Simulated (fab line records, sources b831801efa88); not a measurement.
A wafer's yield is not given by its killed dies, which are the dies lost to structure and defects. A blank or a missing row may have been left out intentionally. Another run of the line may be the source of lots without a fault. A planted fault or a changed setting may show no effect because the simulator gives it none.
Problem report, 8D (eight disciplines) form, completed by code || flow gf180mcu || the parts of the form that need people (team, actions taken, sign-off) are left out

1. THE PROBLEM
M2_ALCU_RS at GF_M2_RS_MEAS_05 reads a mean of 0.0745 ohm/sq on 1 wafer of 1 lot; wafers without a fault read 0.0695 ohm/sq with a standard deviation of 0.00076. That puts it +6.6 standard deviations away from the usual mean.
The step: measures by four-point-probe.
The first sign was on wafer L633.6 at day 22 18:37, on filmMetro-01. The record has a number at this step for 33 wafers belonging to 11 lots. Rule for "out", or "out of limits": more than 4 standard deviations from the usual mean. All remaining wafers that have a number are taken as sound.

2. WHAT IT IS AND WHAT IT IS NOT
{"question": "which readings at this step", "is": "M2_ALCU_RS", "is not": "-"}
{"question": "which lots", "is": "L633", "is not": "L622, L624, L628, L636, L638, L640, L641, L642, L643, L644"}
{"question": "which wafers of those lots", "is": "L633.6", "is not": "L633.4, L633.5"}
{"question": "read on which gauges", "is": "filmMetro-01", "is not": "filmMetro-03, filmMetro-04"}
{"question": "when", "is": "from day 22 18:37", "is not": "up to then (11 sound wafers); but 21 sound wafers of L636, L638, L640, L641, L642, L643, L644 came after"}

3. THE SUSPECTS, EACH WITH WHAT RULES IT OUT
Counting: if a tool at a process step up to the reading ran every lot that is out, it stays a suspect. Sound lots after the first of them don't rule it out here, since some wafers of a struck lot are sound.
- the gauge at GF_M2_RS_MEAS_05 is ruled out. All the wafers that are out were read on filmMetro-01, but those of them that GF_M2_SPUTTER_02 has rows for are out there too, on other tools.
- cmp-01 at GF_CONTACT_CMP_04 (polishes SiO2): kept. It processed L633, the lot that is out, at day 19 13:12, and its most recent sound lot before then was L628 at day 17 14:44.
- pvdSputter-04 at GF_M1_SPUTTER_01 (material TiN, target thk 30 nm, time 25 s): kept. It ran the lot that is out, L633 (day 20 15:00).
- pvdSputter-02 at GF_M2_SPUTTER_02 (material AlCu, target thk 450 nm, time 23.9 s): kept. It processed L633, the lot that is out, at day 22 18:28, and its most recent sound lot before then was L628 at day 20 19:38. On those wafers its own readings are out: cathodeDcPowerW.
- Within cmp-01 at GF_CONTACT_CMP_04: the wafers that are out ran in chamber 2; their sound lot-mates ran in chamber 3.
Still standing after the count: cmp-01 at GF_CONTACT_CMP_04, pvdSputter-04 at GF_M1_SPUTTER_01, pvdSputter-02 at GF_M2_SPUTTER_02.

4. THE CAUSE (what the simulator had put in)
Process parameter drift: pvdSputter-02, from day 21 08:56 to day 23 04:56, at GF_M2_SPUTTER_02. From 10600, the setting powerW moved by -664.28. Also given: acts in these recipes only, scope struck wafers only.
Counting left 3 suspects, and this tool is among them.

5. SEQUENCE OF EFFECTS, ordered by route
Each row: a reading whose mean over the struck wafers that have a number lies more than 3 standard deviations from the usual. Only readings for which the record gives a usual standard deviation are gone through. hours: the time from each lot's start at the first step in this table that gives one to its start at this step, as a median over the lots. sigmas: the change in usual standard deviations.
{"hours": 0, "step": "GF_M2_SPUTTER_02", "reading": "cathodeDcPowerW", "usual": "10600 W", "on struck wafers": 9937, "change": -663, "sigmas": "-99 or more"}
{"hours": 0, "step": "GF_M2_RS_MEAS_05", "reading": "M2_ALCU_RS", "usual": "0.0695 ohm/sq", "on struck wafers": 0.0745, "change": "+0.0050", "sigmas": "+6.6"}
{"hours": 0, "step": "GF_M2_THK_MEAS_06", "reading": "M2_ALCU_THK", "usual": "452 nm", "on struck wafers": 422, "change": -30, "sigmas": -6.1}
The process steps in it:
- GF_M2_SPUTTER_02: material AlCu, target thk 450 nm, time 23.9 s.

6. WHAT WOULD HAVE CAUGHT IT SOONER
The first out-of-limits reading at a measuring or inspecting step in this record came at day 22 18:37, 34 hours after the fault's start at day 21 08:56.
At GF_M2_SPUTTER_02, the tool's own readings (cathodeDcPowerW) were out on each struck wafer the step has a row for, so an alarm limit on them would have fired on the first such wafer.
Each of the lots that are out, 1 in all, had begun GF_M2_SPUTTER_02 on pvdSputter-02 no later than day 22 18:37. A hold on the tool at that time would have spared none of them.
